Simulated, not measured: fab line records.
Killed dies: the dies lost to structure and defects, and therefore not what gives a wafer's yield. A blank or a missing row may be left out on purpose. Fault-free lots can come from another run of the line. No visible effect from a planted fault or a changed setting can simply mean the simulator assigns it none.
fab line records	flow sky130
record lots=5	wafers=15	lastDay=50
route steps=708 shown SONOS_TUNNEL@160 SONOS_ONO@168 GATE_OXIDE@187 PAD_OPEN@708
lots untouched by any fault: they come from a run of this same line in which no faults occurred
startH: the number of hours between the record's first day and the start of the first shown wafer of the lot	waitH: hours since the lot's step before	" as in the row above	L1.1+2: a single row standing in for several wafers	- no value present, or no start provided	* or withheld: withheld	< > ~ a bound
route shown NAME@n: a module of which the file shows steps, and the number in the route of the first	usual: mean and standard deviation over wafers with no fault	same: alike in all rows	chamber/n: place in a boat	sites: the reading at each site	_std_site: standard deviation across them	_edge_site: mean of outer sites minus mean of inner sites	radiusMm: how far each site lies from the wafer's centre	mask NAME#n: copy n	behind: the last tool/chamber to shape the wafer	hold: what put the lot on hold/how long, in hours/how the hold closed	device: transistor that didn't switch, given as n, p or np	end of line: tests run on the same wafers once the route is complete	for a step that has no rows: nothing shown but its recipe	killed: count of dies lost to structure and defects at first sort (not the wafer's yield)	map: the dies of a wafer, with x for killed, . for not killed, _ for no die there
set.NAME: the setting that was run; set.NAME@STEP: the one run at that earlier step	model.NAME: the simulator's own value behind a step, which no gauge read
lots at some steps of the route; a table a step, a row a wafer
services: when a tool's chamber went out of use (startH, in hours from the record's first day, below 0 if earlier), for how many hours, and the reason
## steps
# step SKY_SONOS_TUNNEL_DEVELOP_06
# recipe resist=NOVOLAK	developer=TMAH	developTimeS=60	devTempC=23
# step SKY_SONOS_TUNNEL_IMPLANT_09
# recipe species=B	energyKev=20	doseCm2=1e+12	tiltDeg=withheld
# step SKY_SONOS_TUNNEL_WET_ETCH_10
# recipe chemistry=dHF	targetDepthNm=14	target=SiO2	dilution=100:1	tempC=25	timeS=280
# step SKY_SONOS_TUNNEL_STRIP_11
# recipe chemistry=SPM	timeS=600	tempC=130
# step SKY_SONOS_TUNNEL_CLEAN_13
# recipe chemistry=dHF	timeS=20	dilution=100:1	dry=ipaMarangoni
# step SKY_SONOS_ONO_OXIDATION_00
# recipe tempC=800	ambient=O2	idleTempC=700	rampUpCPerMin=10	rampDownCPerMin=3	stabiliseS=600	purgeS=300	targetThkA=26	oxTimeS=1249
# step SKY_SONOS_ONO_CVD_02
# recipe material=Si3N4	precursor=DCS/NH3	targetThkNm=10.5	tempC=770	timeS=180	pressureMtorr=250
# step SKY_SONOS_ONO_CVD_04
# recipe material=SiO2	precursor=SiH4/N2O	targetThkNm=5.7199	tempC=900	pressureMtorr=400
lot.wafer	tool	chamber	startH	waitH	model.SiO2_of_SONOS_ONO_CVD_04.thkNm
L541.4	lpcvd-03	0	265.87	0.0	5.653
L541.5	"	0	"	"	5.589
L541.6	"	0	"	"	5.695
L550.3	lpcvd-03	0	343.06	5.3	8.055
L550.5	"	0	"	"	7.89
L550.6	"	0	"	"	7.976
L551.3	lpcvd-03	0	345.51	0.0	8.017
L551.5	"	0	"	"	8.059
L551.6	"	0	"	"	8.066
L552.2	lpcvd-03	0	354.08	0.0	8.161
L552.3	"	0	"	"	8.172
L552.6	"	0	"	"	8.087
L561.1	lpcvd-03	1	438.93	0.1	5.679
L561.3	"	1	"	"	5.639
L561.4	"	1	"	"	5.613
# step SKY_SONOS_ONO_THK_MEAS_05
# recipe reads=SiO2_of_SONOS_ONO_CVD_04
# usual SONOS_ONO_CVD_04_THK=5.66/0.11
lot.wafer	tool	chamber	startH	waitH	SONOS_ONO_CVD_04_THK[nm]
L541.4	filmMetro-03	-	267.15	0.0	5.67
L541.5	"	-	"	"	5.59
L541.6	"	-	"	"	5.73
L550.3	filmMetro-04	-	344.33	0.0	8.04
L550.5	"	-	"	"	7.90
L550.6	"	-	"	"	7.99
L551.3	filmMetro-03	-	346.78	0.0	8.01
L551.5	"	-	"	"	8.05
L551.6	"	-	"	"	8.09
L552.2	filmMetro-03	-	355.34	0.0	8.15
L552.3	"	-	"	"	8.19
L552.6	"	-	"	"	8.15
L561.1	filmMetro-04	-	440.18	0.0	5.72
L561.3	"	-	"	"	5.61
L561.4	"	-	"	"	5.63
# step SKY_SONOS_ONO_DEHYDRATE_06
# recipe tempC=200	timeS=60
# step SKY_SONOS_ONO_HMDS_07
# recipe primeTimeS=60	primeTempC=120
# step SKY_SONOS_ONO_COAT_08
# recipe resist=NOVOLAK	spinRpm=3000	resistThkNm=1140
# step SKY_SONOS_ONO_SOFTBAKE_09
# recipe tempC=90	timeS=60	resist=NOVOLAK
# step SKY_SONOS_ONO_EXPOSE_10
# recipe maskId=ONOM	targetCdNm=410	na=0.6	sourceShape=conventional	sigmaOuter=0.6	doseMj=150
# step SKY_SONOS_ONO_PEB_11
# recipe tempC=withheld	timeS=*	resist=NOVOLAK
# step SKY_SONOS_ONO_DEVELOP_12
# recipe developTimeS=60	devTempC=23
# step SKY_SONOS_ONO_ETCH_15
# recipe targetDepthNm=19.52	chemistry=CHF3/O2	sourceW=600	biasW=200	pressureMtorr=40	chf3FlowSccm=50	O2_flow_sccm=5	timeS=7.8
# step SKY_SONOS_ONO_WET_ETCH_16
# recipe chemistry=dHF	targetDepthNm=14	dry=n2Spin	target=SiO2	dilution=100:1	tempC=25	timeS=280
# step SKY_SONOS_ONO_STRIP_17
# recipe chemistry=O2/N2	powerW=1400	pressureMtorr=1500	platenTempC=withheld	o2FlowSccm=3000	n2FlowSccm=300	overashFraction=0.5
# step SKY_SONOS_ONO_WET_ETCH_18
# recipe chemistry=H3PO4	targetDepthNm=15	target=Si3N4	tempC=160	timeS=172
# step SKY_GATE_OXIDE_CLEAN_00
# recipe chemistry=SC1/SC2	mix=1:4:20	tempC=70	timeS=150	dry=n2Spin
# step SKY_GATE_OXIDE_OXIDATION_01
# recipe tempC=900	ambient=O2	stabiliseS=600	purgeS=300	targetThkA=102.68	oxTimeS=1473
# step SKY_GATE_OXIDE_DEHYDRATE_03
# recipe tempC=200	timeS=60
# step SKY_GATE_OXIDE_HMDS_04
# recipe primeTimeS=60	primeTempC=120
# step SKY_GATE_OXIDE_COAT_05
# recipe resist=NOVOLAK	spinRpm=3000	resistThkNm=1140
# step SKY_GATE_OXIDE_SOFTBAKE_06
# recipe tempC=90	timeS=60	resist=NOVOLAK
# step SKY_GATE_OXIDE_EXPOSE_07
# recipe maskId=LVOM	na=0.6	sourceShape=conventional	sigmaOuter=0.6	polarization=unpolarized	targetCdNm=600	doseMj=170
# step SKY_GATE_OXIDE_PEB_08
# recipe tempC=withheld	timeS=*	resist=NOVOLAK
# step SKY_GATE_OXIDE_DEVELOP_09
# recipe resist=NOVOLAK	developer=TMAH	developTimeS=60	devTempC=23
# step SKY_GATE_OXIDE_IMPLANT_11
# recipe species=B	energyKev=10	doseCm2=2.6e+12	tiltDeg=withheld
# step SKY_GATE_OXIDE_WET_ETCH_12
# recipe chemistry=dHF	targetDepthNm=16.8	dry=n2Spin	target=SiO2	dilution=100:1	tempC=25	timeS=336
# step SKY_GATE_OXIDE_STRIP_13
# recipe chemistry=O2/N2	powerW=1400	pressureMtorr=1500	platenTempC=withheld	o2FlowSccm=3000	n2FlowSccm=300	overashFraction=0.5
# step SKY_GATE_OXIDE_CLEAN_15
# recipe chemistry=SC1/SC2	mix=1:4:20	tempC=70	timeS=150	dry=n2Spin
lot.wafer	tool	chamber	startH	waitH	model.SiO2_of_SONOS_ONO_CVD_04.thkNm
L541.4	wetBench-01	3	320.46	0.0	4.143
L541.5	"	3	"	"	4.078
L541.6	"	3	"	"	4.185
L550.3	wetBench-01	1	402.72	0.0	6.543
L550.5	"	1	"	"	6.375
L550.6	"	1	"	"	6.463
L551.3	wetBench-01	1	407.00	0.0	6.487
L551.5	"	1	"	"	6.532
L551.6	"	1	"	"	6.541
L552.2	wetBench-02	1	415.01	0.0	6.635
L552.3	"	1	"	"	6.651
L552.6	"	1	"	"	6.564
L561.1	wetBench-02	3	503.11	0.1	4.164
L561.3	"	3	"	"	4.127
L561.4	"	3	"	"	4.095
# step SKY_PAD_OPEN_PROBE_99
# usual killed_at_M0_to_M3=44/6.9	killed_at_M4_up=3.0/1.5	killedAtContacts=24/5.2	killedAtFrontEnd=15/4.1	killedAtOther=0.4/0.62	killedDies=87/9.6	killedOpen=47/7	killedShort=40/6.2
# same grossDies=492	killedAtBackSide=0
lot.wafer	tool	chamber	startH	waitH	killed_at_M0_to_M3	killed_at_M4_up	killedAtContacts	killedAtFrontEnd	killedAtOther	killedDies	killedOpen	killedShort
L541.4	prober-01	-	1078.18	0.2	39	4	24	18	0	85	44	41
L541.5	prober-01	-	1078.23	0.2	61	5	20	10	0	96	54	42
L541.6	prober-01	-	1078.28	0.2	49	2	26	22	1	100	61	39
L550.3	prober-02	-	1141.33	0.2	54	5	25	16	0	100	52	47
L550.5	prober-02	-	1141.43	0.2	46	2	14	18	0	80	34	46
L550.6	prober-02	-	1141.48	0.2	27	2	20	19	1	69	35	33
L551.3	prober-01	-	1143.80	0.2	50	2	24	18	0	94	51	43
L551.5	prober-01	-	1143.90	0.2	33	0	20	9	1	63	32	31
L551.6	prober-01	-	1143.95	0.2	40	3	25	11	0	79	45	34
L552.2	prober-02	-	1144.77	0.1	47	1	42	12	1	103	61	42
L552.3	prober-02	-	1144.82	0.2	46	2	25	18	0	91	45	45
L552.6	prober-02	-	1144.97	0.2	41	3	19	13	1	77	47	30
L561.1	prober-02	-	1196.99	0.1	46	1	24	15	1	87	51	35
L561.3	prober-02	-	1197.09	0.2	41	2	22	18	0	83	43	40
L561.4	prober-02	-	1197.14	0.2	31	5	18	25	1	80	45	35
# killed by level:class
L541.4 VIA3:geometricParticle:open=9 CONTACT:geometricParticle:open=8 FIELD_ISO:geometricParticle:short=7 FIELD_ISO:geometricParticle:open=7 LI_CONTACT:geometricParticle:open=5 CONTACT:geometricParticle:short=5 VIA1:geometricParticle:open=5 METAL2:geometricParticle:short=5
L541.5 VIA2:geometricParticle:open=12 VIA1:geometricParticle:open=11 METAL2:geometricParticle:short=8 METAL1:geometricParticle:short=8 CONTACT:geometricParticle:open=8 LI_CONTACT:geometricParticle:open=5 VIA3:geometricParticle:open=5 LI_CONTACT:geometricParticle:short=4
L541.6 VIA1:geometricParticle:open=18 VIA3:geometricParticle:open=10 FIELD_ISO:geometricParticle:short=9 CONTACT:geometricParticle:open=9 LI_CONTACT:geometricParticle:short=6 LI_CONTACT:geometricParticle:open=6 VIA2:geometricParticle:open=6 FIELD_ISO:geometricParticle:open=5
L550.3 METAL1:geometricParticle:short=10 VIA1:geometricParticle:open=10 CONTACT:geometricParticle:open=9 VIA1:geometricParticle:short=9 LI_CONTACT:geometricParticle:open=6 VIA3:geometricParticle:open=6 POLY_GATE:geometricParticle:open=5 CONTACT:geometricParticle:short=5
L550.5 VIA1:geometricParticle:open=10 METAL1:geometricParticle:short=9 POLY_GATE:geometricParticle:short=8 LOCAL_INTERCONNECT:geometricParticle:short=6 VIA1:geometricParticle:short=6 CONTACT:geometricParticle:open=5 METAL2:geometricParticle:short=5 VIA2:geometricParticle:short=4
L550.6 FIELD_ISO:geometricParticle:open=6 CONTACT:geometricParticle:open=6 VIA1:geometricParticle:open=4 LI_CONTACT:geometricParticle:short=4 CONTACT:geometricParticle:short=4 VIA1:geometricParticle:short=4 VIA3:geometricParticle:open=4 FIELD_ISO:geometricParticle:short=3
L551.3 VIA3:geometricParticle:open=12 CONTACT:geometricParticle:open=10 METAL1:geometricParticle:short=8 VIA1:geometricParticle:open=7 FIELD_ISO:geometricParticle:short=6 LI_CONTACT:geometricParticle:open=6 VIA2:geometricParticle:open=5 VIA1:geometricParticle:short=4
L551.5 CONTACT:geometricParticle:open=8 VIA1:geometricParticle:open=7 METAL2:geometricParticle:short=6 VIA2:geometricParticle:open=6 LI_CONTACT:geometricParticle:open=4 CONTACT:geometricParticle:short=4 METAL1:geometricParticle:short=4 FIELD_ISO:geometricParticle:open=3
L551.6 LI_CONTACT:geometricParticle:open=12 VIA1:geometricParticle:open=12 CONTACT:geometricParticle:short=6 VIA1:geometricParticle:short=6 VIA2:geometricParticle:open=6 METAL2:geometricParticle:short=5 VIA3:geometricParticle:open=5 FIELD_ISO:geometricParticle:short=3
L552.2 CONTACT:geometricParticle:open=17 VIA1:geometricParticle:open=14 LI_CONTACT:geometricParticle:open=12 CONTACT:geometricParticle:short=8 VIA1:geometricParticle:short=8 METAL2:geometricParticle:short=7 VIA3:geometricParticle:open=7 FIELD_ISO:geometricParticle:short=4
L552.3 VIA1:geometricParticle:open=11 CONTACT:geometricParticle:short=8 METAL2:geometricParticle:short=7 METAL1:geometricParticle:short=7 LI_CONTACT:geometricParticle:open=6 VIA3:geometricParticle:open=6 CONTACT:geometricParticle:open=5 FIELD_ISO:geometricParticle:open=4
L552.6 VIA1:geometricParticle:open=12 CONTACT:geometricParticle:open=9 VIA2:geometricParticle:open=6 VIA3:geometricParticle:open=6 FIELD_ISO:geometricParticle:open=4 CONTACT:geometricParticle:short=4 METAL1:geometricParticle:short=4 VIA2:geometricParticle:short=4
L561.1 CONTACT:geometricParticle:open=10 VIA1:geometricParticle:open=9 VIA3:geometricParticle:open=9 METAL2:geometricParticle:short=7 CONTACT:geometricParticle:short=6 VIA2:geometricParticle:open=6 FIELD_ISO:geometricParticle:open=5 METAL1:geometricParticle:short=4
L561.3 VIA1:geometricParticle:open=8 LI_CONTACT:geometricParticle:open=7 FIELD_ISO:geometricParticle:short=6 CONTACT:geometricParticle:open=6 VIA2:geometricParticle:open=6 CONTACT:geometricParticle:short=4 VIA3:geometricParticle:open=4 METAL1:geometricParticle:short=4
L561.4 VIA1:geometricParticle:open=10 VIA3:geometricParticle:open=8 POLY_GATE:geometricParticle:open=7 FIELD_ISO:geometricParticle:short=6 POLY_GATE:geometricParticle:short=5 LI_CONTACT:geometricParticle:open=5 CONTACT:geometricParticle:open=5 METAL4:geometricParticle:short=5
## services
tool	chamber	startH	hours	kind
wetBench-01	-	262.30	1.9	pm
wetBench-01	-	310.32	6.9	repair
lpcvd-03	-	336.95	6.1	pm
## key
firstSign step=SKY_SONOS_ONO_THK_MEAS_05	reading=SONOS_ONO_CVD_04_THK	direction=up	sigmas=22	usual=5.66	struck=8.06
effect none on later readings
modelEffect step=SKY_SONOS_ONO_CVD_04	value=SiO2_of_SONOS_ONO_CVD_04.thkNm	without=5.617	struck=8.054
modelEffect step=SKY_GATE_OXIDE_CLEAN_15	value=SiO2_of_SONOS_ONO_CVD_04.thkNm	without=4.095	struck=6.532
metAt SKY_SONOS_ONO_CVD_04
struckWafers L550.3,L550.5,L550.6,L551.3,L551.5,L551.6,L552.2,L552.3,L552.6
testerLeftOut L550,L551,L552
onsetBetween 265.87 343.06
fault kind=processParameterDrift	tool=lpcvd-03	chamber=-	onsetH=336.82	steps=SKY_SONOS_ONO_CVD_04	channel=targetThkNm	offset=2.4371	shape=step	endH=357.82	stated=5.7199
# testerLeftOut: of these lots the tester's yield and bins aren't shown, on N5 and GAA mostly nor the transistor test; their killed dies are dies lost to structure and defects alone, not to doping, threshold or leakage, so they don't give the yield
